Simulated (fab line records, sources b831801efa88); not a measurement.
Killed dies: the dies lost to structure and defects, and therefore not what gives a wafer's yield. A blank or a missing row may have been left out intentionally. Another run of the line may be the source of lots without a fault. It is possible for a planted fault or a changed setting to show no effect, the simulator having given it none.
fab line records ; flow gf180mcu ; part 2 of 2: steps 33 to 41 of 41
record lots=5; wafers=15; lastDay=34
route steps=602 shown POLY_GATE@174 HV_LDD@176
lots untouched by any fault: they come from a run of this same line in which no faults occurred
startH: start of the lot's first displayed wafer, in hours after the record's first day ; waitH: how many hours have passed since the lot's step before this one ; " repeats the value in the row above ; L1.1+2: a row that stands for several wafers ; - either no value or no given start ; * or withheld: withheld ; < > ~ a bound
route shown NAME@n: names a module that has steps shown in the file, with the first one's number in the route ; usual: mean/standard deviation of fault-free wafers ; same: alike in all rows ; chamber/n: place in a boat ; sites: each site's reading ; _std_site: standard deviation of those values ; _edge_site: mean of outer sites minus mean of inner sites ; radiusMm: for every site, how far away it sits from the centre of the wafer ; mask NAME#n: copy n ; behind: tool/chamber where the wafer was last shaped ; hold: what put the lot on hold/how long, in hours/how the hold closed ; device: names the non-switching transistor (n, p or np) ; end of line: the same wafers' tests at the end of the route ; a step with no rows: only its recipe ; killed: dies that structure and defects cost at the first sort, which is not the same as the wafer's yield ; map: per-die view of a wafer (x killed, . not killed, _ where there is no die)
set.NAME: setting as actually run; set.NAME@STEP: the setting as run at that earlier step ; model.NAME: the simulator's own value behind a step, which no gauge read
lots at selected steps of the route; one table per step, one row per wafer
services: the hour from which a tool's chamber was out of use, counted from the record's first day as startH (under 0 if before that day), plus the number of hours and why
## steps
# step GF_HV_LDD_DEVELOP_30
# recipe developTimeS=60; devTempC=23
lot.wafer;tool;chamber;startH;waitH
L074.2+5+6;lithoTrack-02;0;253.30;0.1
L081.1+3+5;lithoTrack-01;0;309.60;0.1
L088.2+3+5;lithoTrack-01;0;360.88;0.1
L090.2+3+4;lithoTrack-01;0;375.78;0.1
L096.3+4+5;lithoTrack-04;0;427.14;0.1
# step GF_HV_LDD_CD_MEAS_31
# recipe targetCdNm=400
# usual cdNm=400.1/2.4
lot.wafer;tool;chamber;startH;waitH;cdNm
L074.2;cdSem-02;-;253.44;0.1;401.0
L074.5;cdSem-02;-;253.44;0.1;401.8
L074.6;cdSem-02;-;253.44;0.1;402.1
L081.1;cdSem-02;-;309.75;0.1;400.8
L081.3;cdSem-02;-;309.75;0.1;398.2
L081.5;cdSem-02;-;309.75;0.1;400.6
L088.2;cdSem-02;-;361.02;0.1;397.2
L088.3;cdSem-02;-;361.02;0.1;397.8
L088.5;cdSem-02;-;361.02;0.1;396.2
L090.2;cdSem-01;-;375.92;0.1;403.5
L090.3;cdSem-01;-;375.92;0.1;402.1
L090.4;cdSem-01;-;375.92;0.1;400.7
L096.3;cdSem-01;-;427.28;0.1;402.2
L096.4;cdSem-01;-;427.28;0.1;404.6
L096.5;cdSem-01;-;427.28;0.1;402.6
# step GF_HV_LDD_OVL_MEAS_32
# usual HV_LDD_02_OVL=0.7/1.7
lot.wafer;tool;chamber;startH;waitH;HV_LDD_02_OVL[nm]
L074.2;overlay-01;-;253.55;0.1;2.3
L074.5;overlay-01;-;253.55;0.1;1.4
L074.6;overlay-01;-;253.55;0.1;0.3
L081.1;overlay-02;-;309.87;0.1;-1.9
L081.3;overlay-02;-;309.87;0.1;-3.1
L081.5;overlay-02;-;309.87;0.1;-0.9
L088.2;overlay-01;-;361.13;0.1;-0.8
L088.3;overlay-01;-;361.13;0.1;0.5
L088.5;overlay-01;-;361.13;0.1;1.2
L090.2;overlay-02;-;376.03;0.1;1.2
L090.3;overlay-02;-;376.03;0.1;0.3
L090.4;overlay-02;-;376.03;0.1;-1.1
L096.3;overlay-02;-;427.37;0.1;-0.6
L096.4;overlay-02;-;427.37;0.1;-0.4
L096.5;overlay-02;-;427.37;0.1;0.3
# step GF_HV_LDD_IMPLANT_33
# recipe species=P; energyKev=60; doseCm2=7.5e+12; tiltDeg=30; rotationDeg=0
# usual doseIonsCm2=7.501e+12/7.6e+09
lot.wafer;tool;chamber;startH;waitH;doseIonsCm2
L074.2;implanter-01;0;253.60;0.0;7.501e+12
L074.5;implanter-01;0;253.60;0.0;7.493e+12
L074.6;implanter-01;0;253.60;0.0;7.496e+12
L081.1;implanter-02;0;309.91;0.0;7.496e+12
L081.3;implanter-02;0;309.91;0.0;7.492e+12
L081.5;implanter-02;0;309.91;0.0;7.495e+12
L088.2;implanter-02;0;361.18;0.0;7.504e+12
L088.3;implanter-02;0;361.18;0.0;7.498e+12
L088.5;implanter-02;0;361.18;0.0;7.508e+12
L090.2;implanter-03;0;376.08;0.0;7.504e+12
L090.3;implanter-03;0;376.08;0.0;7.499e+12
L090.4;implanter-03;0;376.08;0.0;7.476e+12
L096.3;implanter-02;0;427.45;0.1;7.514e+12
L096.4;implanter-02;0;427.45;0.1;7.501e+12
L096.5;implanter-02;0;427.45;0.1;7.512e+12
# step GF_HV_LDD_IMPLANT_34
# recipe species=P; energyKev=60; doseCm2=7.5e+12; tiltDeg=30; rotationDeg=90
# usual doseIonsCm2=7.499e+12/7e+09
lot.wafer;tool;chamber;startH;waitH;doseIonsCm2
L074.2;implanter-01;0;253.75;0.1;7.502e+12
L074.5;implanter-01;0;253.75;0.1;7.497e+12
L074.6;implanter-01;0;253.75;0.1;7.502e+12
L081.1;implanter-02;0;310.06;0.1;7.497e+12
L081.3;implanter-02;0;310.06;0.1;7.502e+12
L081.5;implanter-02;0;310.06;0.1;7.499e+12
L088.2;implanter-02;0;361.33;0.1;7.509e+12
L088.3;implanter-02;0;361.33;0.1;7.501e+12
L088.5;implanter-02;0;361.33;0.1;7.501e+12
L090.2;implanter-03;0;376.23;0.1;7.483e+12
L090.3;implanter-03;0;376.23;0.1;7.51e+12
L090.4;implanter-03;0;376.23;0.1;7.501e+12
L096.3;implanter-02;0;427.60;0.1;7.492e+12
L096.4;implanter-02;0;427.60;0.1;7.508e+12
L096.5;implanter-02;0;427.60;0.1;7.496e+12
# step GF_HV_LDD_IMPLANT_35
# recipe species=P; energyKev=60; doseCm2=7.5e+12; tiltDeg=30; rotationDeg=180
# usual doseIonsCm2=7.501e+12/8e+09
lot.wafer;tool;chamber;startH;waitH;doseIonsCm2
L074.2;implanter-01;0;253.90;0.1;7.496e+12
L074.5;implanter-01;0;253.90;0.1;7.516e+12
L074.6;implanter-01;0;253.90;0.1;7.514e+12
L081.1;implanter-02;0;310.21;0.1;7.494e+12
L081.3;implanter-02;0;310.21;0.1;7.496e+12
L081.5;implanter-02;0;310.21;0.1;7.508e+12
L088.2;implanter-02;0;361.48;0.1;7.513e+12
L088.3;implanter-02;0;361.48;0.1;7.508e+12
L088.5;implanter-02;0;361.48;0.1;7.507e+12
L090.2;implanter-03;0;376.38;0.1;7.492e+12
L090.3;implanter-03;0;376.38;0.1;7.504e+12
L090.4;implanter-03;0;376.38;0.1;7.496e+12
L096.3;implanter-02;0;427.75;0.1;7.507e+12
L096.4;implanter-02;0;427.75;0.1;7.495e+12
L096.5;implanter-02;0;427.75;0.1;7.505e+12
# step GF_HV_LDD_IMPLANT_36
# recipe species=P; energyKev=60; doseCm2=7.5e+12; tiltDeg=30; rotationDeg=270
# usual doseIonsCm2=7.499e+12/7.9e+09
lot.wafer;tool;chamber;startH;waitH;doseIonsCm2
L074.2;implanter-01;0;254.05;0.1;7.503e+12
L074.5;implanter-01;0;254.05;0.1;7.502e+12
L074.6;implanter-01;0;254.05;0.1;7.497e+12
L081.1;implanter-02;0;310.36;0.1;7.496e+12
L081.3;implanter-02;0;310.36;0.1;7.49e+12
L081.5;implanter-02;0;310.36;0.1;7.493e+12
L088.2;implanter-02;0;361.63;0.1;7.506e+12
L088.3;implanter-02;0;361.63;0.1;7.503e+12
L088.5;implanter-02;0;361.63;0.1;7.492e+12
L090.2;implanter-03;0;376.53;0.1;7.497e+12
L090.3;implanter-03;0;376.53;0.1;7.492e+12
L090.4;implanter-03;0;376.53;0.1;7.501e+12
L096.3;implanter-02;0;427.90;0.1;7.499e+12
L096.4;implanter-02;0;427.90;0.1;7.491e+12
L096.5;implanter-02;0;427.90;0.1;7.483e+12
# step GF_HV_LDD_STRIP_37
# recipe chemistry=O2/N2; powerW=1400; pressureMtorr=1500; platenTempC=250; o2FlowSccm=3000; n2FlowSccm=300; overashFraction=0.5
# usual drypumpMotorCurrentA=5.7/0.46; heaterPowerW=304/21; oesProductAu=0.716/0.0045; stripTimeToEndpointS=12.64/0.032
lot.wafer;tool;chamber;startH;waitH;drypumpMotorCurrentA;heaterPowerW;oesProductAu;rfHoursCounterH;stripTimeToEndpointS
L074.2;plasmaAsher-02;0;254.18;0.1;5.7;263;0.714;15;12.63
L074.5;plasmaAsher-02;0;254.18;0.1;5.7;264;0.715;-;12.62
L074.6;plasmaAsher-02;1;254.18;0.1;5.3;315;0.707;-;12.65
L081.1;plasmaAsher-03;0;310.51;0.1;5.6;287;0.719;54;12.56
L081.3;plasmaAsher-03;0;310.51;0.1;5.5;287;0.716;-;12.60
L081.5;plasmaAsher-03;1;310.51;0.1;5.5;302;0.710;-;12.65
L088.2;plasmaAsher-01;0;361.76;0.1;6.6;307;0.715;72;12.69
L088.3;plasmaAsher-01;0;361.76;0.1;6.5;311;0.710;-;12.65
L088.5;plasmaAsher-01;0;361.76;0.1;6.6;313;0.713;-;12.65
L090.2;plasmaAsher-03;1;376.66;0.1;5.5;306;0.718;62;12.65
L090.3;plasmaAsher-03;1;376.66;0.1;5.5;301;0.714;-;12.63
L090.4;plasmaAsher-03;0;376.66;0.1;5.6;289;0.718;-;12.63
L096.3;plasmaAsher-01;1;428.03;0.1;5.2;341;0.716;-;12.61
L096.4;plasmaAsher-01;0;428.03;0.1;6.6;299;0.712;-;12.60
L096.5;plasmaAsher-01;0;428.03;0.1;6.6;309;0.718;-;12.58
# step GF_HV_LDD_TW_MEAS_38
# usual HV_LDD_3_TW=1444/15
lot.wafer;tool;chamber;startH;waitH;HV_LDD_3_TW
L074.2;filmMetro-04;-;254.29;0.1;1459
L074.5;filmMetro-04;-;254.29;0.1;1456
L074.6;filmMetro-04;-;254.29;0.1;1463
L081.1;filmMetro-02;-;310.61;0.1;1435
L081.3;filmMetro-02;-;310.61;0.1;1433
L081.5;filmMetro-02;-;310.61;0.1;1431
L088.2;filmMetro-04;-;361.87;0.1;1456
L088.3;filmMetro-04;-;361.87;0.1;1464
L088.5;filmMetro-04;-;361.87;0.1;1463
L090.2;filmMetro-02;-;376.77;0.1;1434
L090.3;filmMetro-02;-;376.77;0.1;1434
L090.4;filmMetro-02;-;376.77;0.1;1429
L096.3;filmMetro-02;-;428.12;0.1;1430
L096.4;filmMetro-02;-;428.12;0.1;1438
L096.5;filmMetro-02;-;428.12;0.1;1433
## services
tool;chamber;startH;hours;kind
ilineStepper-02;-;198.94;8.9;pm
implanter-02;-;218.68;2.1;pm
implanter-03;-;225.08;1.0;repair
implanter-02;-;229.62;2.0;repair
ilineStepper-02;-;234.21;1.7;pm
plasmaAsher-03;-;283.11;2.0;repair
plasmaAsher-01;-;295.55;0.8;repair
implanter-02;-;296.39;5.9;pm
implanter-01;-;296.60;3.9;pm
implanter-01;-;308.17;4.0;repair
plasmaAsher-02;-;312.01;14.6;pm
plasmaAsher-02;-;326.61;2.8;pm
ilineStepper-01;-;333.68;1.7;pm
implanter-03;-;343.54;2.2;repair
implanter-01;-;348.57;2.9;repair
plasmaAsher-03;-;350.75;0.9;repair
plasmaAsher-03;-;356.29;1.5;repair
plasmaAsher-03;-;361.43;0.4;repair
implanter-02;-;363.01;1.4;repair
implanter-03;-;368.67;3.3;repair
implanter-02;-;376.64;0.7;repair
implanter-03;-;377.28;41.2;pm
implanter-01;-;392.31;1.5;repair
ilineStepper-02;0;404.62;-;calibration
